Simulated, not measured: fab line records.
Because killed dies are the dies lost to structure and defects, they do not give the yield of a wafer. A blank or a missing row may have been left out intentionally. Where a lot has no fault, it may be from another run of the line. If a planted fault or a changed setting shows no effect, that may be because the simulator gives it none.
A sampling plan put to the test    flow gf180mcu    52 faults told of in these records, all on one fab line, each judged by the records of the lots it struck
What counts as the plan is the set of the line's own looks, namely the steps on the route at which a gauge or an inspection reads a wafer and does not change it. Where struck wafers have a number at a look and the file lists that look's usual mean and standard deviation on fault-free wafers, the look can be judged. Caught: the struck wafers' mean, at a look after the fault's first step, is 4 or more of those standard deviations (sigma) away from the usual mean. On the tool: here the same test is run on the tool's own readings at the fault's steps. Also counted as caught: the struck wafers showing another recipe, or a record that is empty for them alone.

THE FAULTS, as the simulator had put them in
1. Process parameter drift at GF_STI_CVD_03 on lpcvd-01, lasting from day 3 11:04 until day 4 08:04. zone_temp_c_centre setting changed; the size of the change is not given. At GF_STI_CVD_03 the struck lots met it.
2. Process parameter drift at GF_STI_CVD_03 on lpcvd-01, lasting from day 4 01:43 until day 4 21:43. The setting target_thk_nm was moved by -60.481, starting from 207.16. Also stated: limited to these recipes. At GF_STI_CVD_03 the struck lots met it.
3. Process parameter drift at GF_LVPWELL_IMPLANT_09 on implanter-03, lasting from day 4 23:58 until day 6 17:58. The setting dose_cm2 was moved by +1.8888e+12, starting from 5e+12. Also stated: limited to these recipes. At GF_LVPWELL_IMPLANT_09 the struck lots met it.
4. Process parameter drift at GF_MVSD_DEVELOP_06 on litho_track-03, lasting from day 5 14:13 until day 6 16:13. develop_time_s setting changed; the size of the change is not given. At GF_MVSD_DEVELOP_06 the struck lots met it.
5. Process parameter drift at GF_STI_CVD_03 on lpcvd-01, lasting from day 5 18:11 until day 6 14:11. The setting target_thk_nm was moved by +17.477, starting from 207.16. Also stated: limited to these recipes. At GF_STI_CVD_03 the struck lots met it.
6. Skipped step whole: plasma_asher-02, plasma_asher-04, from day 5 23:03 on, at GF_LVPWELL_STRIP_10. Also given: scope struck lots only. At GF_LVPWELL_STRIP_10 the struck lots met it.
7. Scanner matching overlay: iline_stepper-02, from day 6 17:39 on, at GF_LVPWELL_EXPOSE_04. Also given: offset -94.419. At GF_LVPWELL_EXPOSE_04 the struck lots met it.
8. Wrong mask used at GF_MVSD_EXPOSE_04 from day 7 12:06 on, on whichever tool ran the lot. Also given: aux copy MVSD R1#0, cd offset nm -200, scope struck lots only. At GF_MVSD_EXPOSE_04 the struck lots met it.
9. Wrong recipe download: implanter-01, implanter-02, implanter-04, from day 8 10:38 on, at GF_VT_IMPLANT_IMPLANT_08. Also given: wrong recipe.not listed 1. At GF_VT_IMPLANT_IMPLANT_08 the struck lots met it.
10. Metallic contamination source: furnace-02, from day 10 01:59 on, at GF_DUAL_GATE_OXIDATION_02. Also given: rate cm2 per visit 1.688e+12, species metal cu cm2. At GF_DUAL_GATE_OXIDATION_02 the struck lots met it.
11. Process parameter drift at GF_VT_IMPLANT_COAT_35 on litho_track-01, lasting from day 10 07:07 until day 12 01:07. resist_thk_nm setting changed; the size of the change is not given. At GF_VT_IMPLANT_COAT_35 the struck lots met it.
12. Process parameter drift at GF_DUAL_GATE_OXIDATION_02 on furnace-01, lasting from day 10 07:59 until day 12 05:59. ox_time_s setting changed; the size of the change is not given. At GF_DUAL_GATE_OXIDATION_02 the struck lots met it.
13. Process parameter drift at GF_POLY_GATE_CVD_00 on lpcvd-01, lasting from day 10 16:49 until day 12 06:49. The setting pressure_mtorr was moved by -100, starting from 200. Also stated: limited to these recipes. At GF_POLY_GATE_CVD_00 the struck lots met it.
14. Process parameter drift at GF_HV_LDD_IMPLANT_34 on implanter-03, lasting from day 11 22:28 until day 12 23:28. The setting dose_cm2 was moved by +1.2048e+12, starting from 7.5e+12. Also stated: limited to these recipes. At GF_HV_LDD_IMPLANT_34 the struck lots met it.
15. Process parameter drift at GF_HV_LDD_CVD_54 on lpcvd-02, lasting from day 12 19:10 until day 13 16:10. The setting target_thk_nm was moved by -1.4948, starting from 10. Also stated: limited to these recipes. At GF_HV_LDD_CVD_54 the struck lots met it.
16. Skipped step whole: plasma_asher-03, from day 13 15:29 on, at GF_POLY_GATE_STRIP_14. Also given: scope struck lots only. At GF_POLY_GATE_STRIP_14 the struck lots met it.
17. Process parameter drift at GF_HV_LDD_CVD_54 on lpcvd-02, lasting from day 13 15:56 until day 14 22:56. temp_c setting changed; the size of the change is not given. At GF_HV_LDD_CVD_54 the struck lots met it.
18. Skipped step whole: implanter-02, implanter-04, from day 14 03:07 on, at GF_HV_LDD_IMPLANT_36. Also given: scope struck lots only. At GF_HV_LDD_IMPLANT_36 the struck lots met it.
19. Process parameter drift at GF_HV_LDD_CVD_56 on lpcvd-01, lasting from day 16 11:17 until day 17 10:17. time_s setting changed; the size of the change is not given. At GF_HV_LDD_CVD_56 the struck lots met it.
20. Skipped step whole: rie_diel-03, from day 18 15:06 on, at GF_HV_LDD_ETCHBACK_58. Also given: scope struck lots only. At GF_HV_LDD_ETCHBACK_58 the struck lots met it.
21. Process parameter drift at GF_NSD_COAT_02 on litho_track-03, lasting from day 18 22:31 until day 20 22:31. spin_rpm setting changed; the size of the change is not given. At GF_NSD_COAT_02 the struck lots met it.
22. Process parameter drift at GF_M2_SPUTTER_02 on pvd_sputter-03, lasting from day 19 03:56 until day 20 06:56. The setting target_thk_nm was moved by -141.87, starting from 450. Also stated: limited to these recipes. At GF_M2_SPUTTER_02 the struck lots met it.
23. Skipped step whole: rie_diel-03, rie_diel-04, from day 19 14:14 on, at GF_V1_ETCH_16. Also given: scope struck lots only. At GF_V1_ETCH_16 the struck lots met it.
24. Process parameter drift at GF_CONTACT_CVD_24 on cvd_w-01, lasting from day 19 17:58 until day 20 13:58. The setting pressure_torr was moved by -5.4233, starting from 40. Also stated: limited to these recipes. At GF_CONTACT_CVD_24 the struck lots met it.
25. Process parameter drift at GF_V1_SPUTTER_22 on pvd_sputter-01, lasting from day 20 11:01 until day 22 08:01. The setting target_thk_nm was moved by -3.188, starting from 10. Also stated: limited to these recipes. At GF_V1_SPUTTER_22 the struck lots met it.
26. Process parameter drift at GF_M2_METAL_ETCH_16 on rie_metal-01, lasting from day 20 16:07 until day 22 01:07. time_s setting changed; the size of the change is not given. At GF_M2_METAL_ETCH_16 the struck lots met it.
27. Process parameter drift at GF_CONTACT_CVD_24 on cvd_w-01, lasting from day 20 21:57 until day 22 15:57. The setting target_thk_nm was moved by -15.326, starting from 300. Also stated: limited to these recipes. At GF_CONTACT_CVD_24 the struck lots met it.
28. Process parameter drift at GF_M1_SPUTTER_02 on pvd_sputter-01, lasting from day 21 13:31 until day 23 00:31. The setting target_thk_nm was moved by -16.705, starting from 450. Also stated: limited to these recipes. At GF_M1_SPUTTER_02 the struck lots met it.
29. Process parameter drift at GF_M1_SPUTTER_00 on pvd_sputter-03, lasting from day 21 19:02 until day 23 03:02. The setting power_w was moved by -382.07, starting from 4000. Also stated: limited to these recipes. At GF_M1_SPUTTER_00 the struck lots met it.
30. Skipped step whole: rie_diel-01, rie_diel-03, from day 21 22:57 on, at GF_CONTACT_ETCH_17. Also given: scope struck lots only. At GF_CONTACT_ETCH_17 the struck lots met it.
31. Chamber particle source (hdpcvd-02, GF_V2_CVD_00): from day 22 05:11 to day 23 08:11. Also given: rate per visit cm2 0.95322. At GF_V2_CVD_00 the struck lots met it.
32. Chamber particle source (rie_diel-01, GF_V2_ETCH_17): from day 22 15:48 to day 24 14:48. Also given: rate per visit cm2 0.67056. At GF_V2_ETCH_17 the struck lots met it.
33. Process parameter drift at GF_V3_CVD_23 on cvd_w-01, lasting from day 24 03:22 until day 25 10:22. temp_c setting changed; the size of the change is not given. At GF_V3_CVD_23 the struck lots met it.
34. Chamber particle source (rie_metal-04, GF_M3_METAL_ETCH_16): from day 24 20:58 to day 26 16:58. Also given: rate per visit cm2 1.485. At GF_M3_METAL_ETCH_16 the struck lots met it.
35. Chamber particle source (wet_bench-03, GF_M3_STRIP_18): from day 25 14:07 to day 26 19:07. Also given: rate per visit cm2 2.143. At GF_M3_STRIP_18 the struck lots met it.
36. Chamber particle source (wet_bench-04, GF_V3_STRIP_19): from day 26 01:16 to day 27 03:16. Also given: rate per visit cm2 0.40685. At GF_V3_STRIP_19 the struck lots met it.
37. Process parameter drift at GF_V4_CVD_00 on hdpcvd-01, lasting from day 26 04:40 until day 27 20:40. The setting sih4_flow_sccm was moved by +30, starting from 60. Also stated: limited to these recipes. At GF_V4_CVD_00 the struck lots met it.
38. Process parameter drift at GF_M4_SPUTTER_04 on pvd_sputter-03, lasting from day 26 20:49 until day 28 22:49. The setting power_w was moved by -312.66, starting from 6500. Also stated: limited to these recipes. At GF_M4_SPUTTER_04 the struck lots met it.
39. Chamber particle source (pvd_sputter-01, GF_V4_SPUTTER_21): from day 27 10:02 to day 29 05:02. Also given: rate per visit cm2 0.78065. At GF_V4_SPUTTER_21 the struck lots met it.
40. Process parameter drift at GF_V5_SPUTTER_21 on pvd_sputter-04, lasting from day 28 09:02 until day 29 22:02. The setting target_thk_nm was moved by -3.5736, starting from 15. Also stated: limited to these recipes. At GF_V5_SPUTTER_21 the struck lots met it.
41. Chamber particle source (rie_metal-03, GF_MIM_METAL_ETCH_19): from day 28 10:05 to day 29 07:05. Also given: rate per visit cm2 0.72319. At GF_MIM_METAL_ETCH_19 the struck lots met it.
42. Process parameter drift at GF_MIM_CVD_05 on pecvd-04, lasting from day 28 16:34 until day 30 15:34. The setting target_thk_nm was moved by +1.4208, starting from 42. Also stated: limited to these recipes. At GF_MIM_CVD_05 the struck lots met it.
43. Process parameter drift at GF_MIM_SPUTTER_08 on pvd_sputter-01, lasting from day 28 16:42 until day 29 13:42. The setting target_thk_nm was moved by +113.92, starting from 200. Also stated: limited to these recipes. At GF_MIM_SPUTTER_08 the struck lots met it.
44. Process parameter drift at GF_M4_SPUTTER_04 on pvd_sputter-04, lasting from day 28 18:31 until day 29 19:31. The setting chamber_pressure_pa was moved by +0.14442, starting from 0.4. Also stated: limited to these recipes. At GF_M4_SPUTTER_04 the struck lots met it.
45. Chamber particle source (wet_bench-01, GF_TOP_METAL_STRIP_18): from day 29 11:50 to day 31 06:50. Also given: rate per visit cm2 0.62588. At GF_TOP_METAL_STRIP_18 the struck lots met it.
46. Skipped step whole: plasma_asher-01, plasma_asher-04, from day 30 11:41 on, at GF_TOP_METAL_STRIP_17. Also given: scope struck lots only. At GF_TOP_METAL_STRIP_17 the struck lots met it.
47. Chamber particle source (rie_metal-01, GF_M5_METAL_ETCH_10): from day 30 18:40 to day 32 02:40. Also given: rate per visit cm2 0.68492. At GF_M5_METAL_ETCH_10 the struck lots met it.
48. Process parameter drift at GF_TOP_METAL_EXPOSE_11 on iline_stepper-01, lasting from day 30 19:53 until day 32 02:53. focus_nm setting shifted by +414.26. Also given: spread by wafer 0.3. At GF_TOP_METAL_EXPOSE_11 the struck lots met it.
49. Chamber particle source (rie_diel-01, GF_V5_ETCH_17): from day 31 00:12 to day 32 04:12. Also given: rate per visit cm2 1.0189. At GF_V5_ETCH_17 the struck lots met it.
50. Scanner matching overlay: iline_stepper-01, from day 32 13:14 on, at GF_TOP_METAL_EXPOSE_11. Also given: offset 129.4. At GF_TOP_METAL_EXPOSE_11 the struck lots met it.
51. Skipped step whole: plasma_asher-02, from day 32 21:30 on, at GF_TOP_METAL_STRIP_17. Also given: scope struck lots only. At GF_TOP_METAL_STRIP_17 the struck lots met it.
52. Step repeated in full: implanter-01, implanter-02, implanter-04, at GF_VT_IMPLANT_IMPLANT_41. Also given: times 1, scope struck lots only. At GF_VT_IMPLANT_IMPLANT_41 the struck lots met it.

WHAT THE PLAN SAW
fault  on the tool itself                                first look that catches it                       reading, sigma                                      median hours from its first step to that look  hours from the fault's start to the first struck lot there  judged looks passed uncaught
1      spike_tc_centre_C -31 sigma                       GF_STI_THK_MEAS_04                               STI_CVD_03_THK -10                                  2.0                                            4                                                           0
2      under 2 sigma                                     GF_STI_THK_MEAS_04                               STI_CVD_03_THK -29                                  2.0                                            9                                                           0
3      dose_ions_cm2 +99 or beyond sigma                 GF_VT_IMPLANT_RS_MEAS_48                         LVPWELL_RS -23                                      96.7                                           96                                                          3
4      no reading that can be judged                     none of the 2 looks that can be judged after it  -                                                   -                                              -                                                           2
5      under 2 sigma                                     GF_STI_THK_MEAS_04                               STI_CVD_03_THK +8.3                                 2.0                                            4                                                           0
6      the tool's record is blank for the struck wafers  GF_MVSD_TW_MEAS_11                               MVSD_TW -99 or beyond                               15.8                                           16                                                          0
7      no reading that can be judged                     GF_LVPWELL_OVL_MEAS_07                           LVPWELL_OVL -78                                     8.0                                            16                                                          0
8      under 2 sigma                                     none of the 2 looks that can be judged after it  -                                                   -                                              -                                                           2
9      no reading that can be judged                     GF_VT_IMPLANT_TW_MEAS_10                         VT_IMPLANT_TW -37                                   0.2                                            2                                                           0
10     under 2 sigma                                     none of the 5 looks that can be judged after it  -                                                   -                                              -                                                           5
11     no reading that can be judged                     no look after it can be judged                   -                                                   -                                              -                                                           0
12     under 2 sigma                                     GF_DUAL_GATE_THK_MEAS_03                         DUAL_GATE_OXIDATION_00_THK +6.2                     1.4                                            7                                                           0
13     pressure_mtorr -99 or beyond sigma                GF_POLY_GATE_THK_MEAS_01                         POLY_GATE_CVD_00_THK -38                            1.3                                            9                                                           0
14     dose_ions_cm2 +99 or beyond sigma                 none of the 3 looks that can be judged after it  strongest: HV_LDD_RS at GF_HV_LDD_RS_MEAS_53, -2.8  -                                              -                                                           3
15     under 2 sigma                                     GF_HV_LDD_THK_MEAS_55                            HV_LDD_CVD_54_THK -11                               1.0                                            4                                                           0
16     the tool's record is blank for the struck wafers  no look after it can be judged                   -                                                   -                                              -                                                           0
17     spike_tc_centre_C +11 sigma                       GF_HV_LDD_THK_MEAS_55                            HV_LDD_CVD_54_THK +26                               1.0                                            6                                                           0
18     the tool's record is blank for the struck wafers  GF_HV_LDD_TW_MEAS_38                             HV_LDD_3_TW -22                                     0.2                                            9                                                           0
19     under 2 sigma                                     GF_HV_LDD_THK_MEAS_57                            HV_LDD_CVD_56_THK -71                               1.4                                            3                                                           0
20     the tool's record is blank for the struck wafers  no look after it can be judged                   -                                                   -                                              -                                                           0
21     spin_speed_rpm -99 or beyond sigma                no look after it can be judged                   -                                                   -                                              -                                                           0
22     under 2 sigma                                     GF_M2_RS_MEAS_05                                 M2_ALCU_RS +48                                      0.1                                            7                                                           0
23     the tool's record is blank for the struck wafers  no look after it can be judged                   -                                                   -                                              -                                                           0
24     chamber_pressure_Torr -60 sigma                   GF_CONTACT_RS_MEAS_25                            CONTACT_W_RS +6.1                                   0.1                                            5                                                           0
25     under 2 sigma                                     no look after it can be judged                   -                                                   -                                              -                                                           0
26     run_length_s +35 sigma                            no look after it can be judged                   -                                                   -                                              -                                                           0
27     under 2 sigma                                     GF_CONTACT_RS_MEAS_25                            CONTACT_W_RS +4.2                                   0.1                                            12                                                          0
28     under 2 sigma                                     GF_M1_RS_MEAS_05                                 M1_ALCU_RS +4.3                                     0.1                                            7                                                           0
29     cathode_dc_power_W -99 or beyond sigma            no look after it can be judged                   -                                                   -                                              -                                                           0
30     the tool's record is blank for the struck wafers  no look after it can be judged                   -                                                   -                                              -                                                           0
31     no reading that can be judged                     no look after it can be judged                   -                                                   -                                              -                                                           0
32     under 2 sigma                                     not the one look that can be judged after it     -                                                   -                                              -                                                           1
33     susceptor_temp_C +29 sigma                        GF_V3_RS_MEAS_24                                 V3_W_RS -11                                         0.1                                            4                                                           0
34     under 2 sigma                                     none of the 2 looks that can be judged after it  -                                                   -                                              -                                                           2
35     no reading that can be judged                     not the one look that can be judged after it     -                                                   -                                              -                                                           1
36     no reading that can be judged                     not the one look that can be judged after it     -                                                   -                                              -                                                           1
37     sih4_flow_sccm +99 or beyond sigma                GF_V4_THK_MEAS_01                                V4_CVD_00_THK +50                                   0.1                                            18                                                          0
38     cathode_dc_power_W -99 or beyond sigma            none of the 7 looks that can be judged after it  -                                                   -                                              -                                                           7
39     under 2 sigma                                     not the one look that can be judged after it     -                                                   -                                              -                                                           1
40     under 2 sigma                                     no look after it can be judged                   -                                                   -                                              -                                                           0
41     under 2 sigma                                     no look after it can be judged                   -                                                   -                                              -                                                           0
42     under 2 sigma                                     none of the 5 looks that can be judged after it  -                                                   -                                              -                                                           5
43     under 2 sigma                                     GF_MIM_RS_MEAS_10                                MIM_ALCU_RS -27                                     0.1                                            6                                                           0
44     chamber_pressure_pa +99 or beyond sigma           none of the 7 looks that can be judged after it  -                                                   -                                              -                                                           7
45     under 2 sigma                                     no look after it can be judged                   -                                                   -                                              -                                                           0
46     no reading that can be judged                     no look after it can be judged                   -                                                   -                                              -                                                           0
47     under 2 sigma                                     not the one look that can be judged after it     -                                                   -                                              -                                                           1
48     under 2 sigma                                     GF_TOP_METAL_CD_MEAS_14                          cd_nm -7.2                                          8.7                                            18                                                          0
49     under 2 sigma                                     not the one look that can be judged after it     -                                                   -                                              -                                                           1
50     under 2 sigma                                     GF_TOP_METAL_OVL_MEAS_15                         TOP_METAL_OVL +91                                   7.5                                            11                                                          0
51     no reading that can be judged                     no look after it can be judged                   -                                                   -                                              -                                                           0
52     under 2 sigma                                     GF_VT_IMPLANT_TW_MEAS_43                         VT_IMPLANT_4_TW +25                                 0.6                                            -                                                           0
Dash: fault not caught, or number not given in these records.

Caught at a look: 23 of 52. Caught on the tool: 19 of 52. By one or the other: 33 of 52.
Faults caught by the tool alone: 14, 16, 20, 21, 23, 26, 29, 30, 38, 44.
Caught at a look alone: faults 2, 5, 7, 9, 12, 15, 19, 22, 27, 28, 43, 48, 50, 52.
Caught by neither: faults 4, 8, 10, 11, 25, 31, 32, 34, 35, 36, 39, 40, 41, 42, 45, 46, 47, 49, 51.

THINNER SAMPLING
Were the look that catches a fault to measure just every second or every third lot (counted by lot number), the first struck lot would, at worst, be measured this late:
fault  struck lots at that look, in order of time  every lot  every second lot  every third lot
1      L612, L613                                  4 h        10 h              may miss all 2
2      L869, L872                                  9 h        20 h              may miss all 2
3      L861, L865                                  96 h       may miss all 2    may miss all 2
5      L715, L716                                  4 h        10 h              may miss all 2
6      L973, L974, L975                            16 h       25 h              30 h
7      L768, L769                                  16 h       22 h              may miss all 2
9      L451, L452                                  2 h        6 h               may miss all 2
12     L750, L751                                  7 h        11 h              may miss all 2
13     L895, L894                                  9 h        9 h               may miss all 2
15     L323, L324                                  4 h        17 h              may miss all 2
17     L120, L123                                  6 h        24 h              may miss all 2
18     L924, L925                                  9 h        9 h               may miss all 2
19     L189, L190                                  3 h        17 h              may miss all 2
22     L552, L554                                  7 h        may miss all 2    may miss all 2
24     L690, L691                                  5 h        17 h              may miss all 2
27     L873, L876                                  12 h       34 h              may miss all 2
28     L483, L487                                  7 h        may miss all 2    may miss all 2
33     L958, L959                                  4 h        9 h               may miss all 2
37     L962, L963, L964                            18 h       29 h              32 h
43     L291, L292                                  6 h        9 h               may miss all 2
48     L976, L977                                  18 h       19 h              may miss all 2
50     L631, L636                                  11 h       38 h              may miss all 2
Hours count from the start of the fault until the first struck lot that is measured. The limit of 4 sigma was tested on all struck wafers together, so one lot alone may lie under it. Other struck lots may not be in these records.

THE LONGEST TIMED WAY FROM STEP TO LOOK
For fault 3, GF_LVPWELL_IMPLANT_09 and GF_VT_IMPLANT_RS_MEAS_48 are separated by a median of 96.7 hours. The looks between them that can be judged stayed within 4 sigma: GF_LVPWELL_TW_MEAS_11, GF_MVPSD_TW_MEAS_11, GF_VT_IMPLANT_RS_MEAS_47.
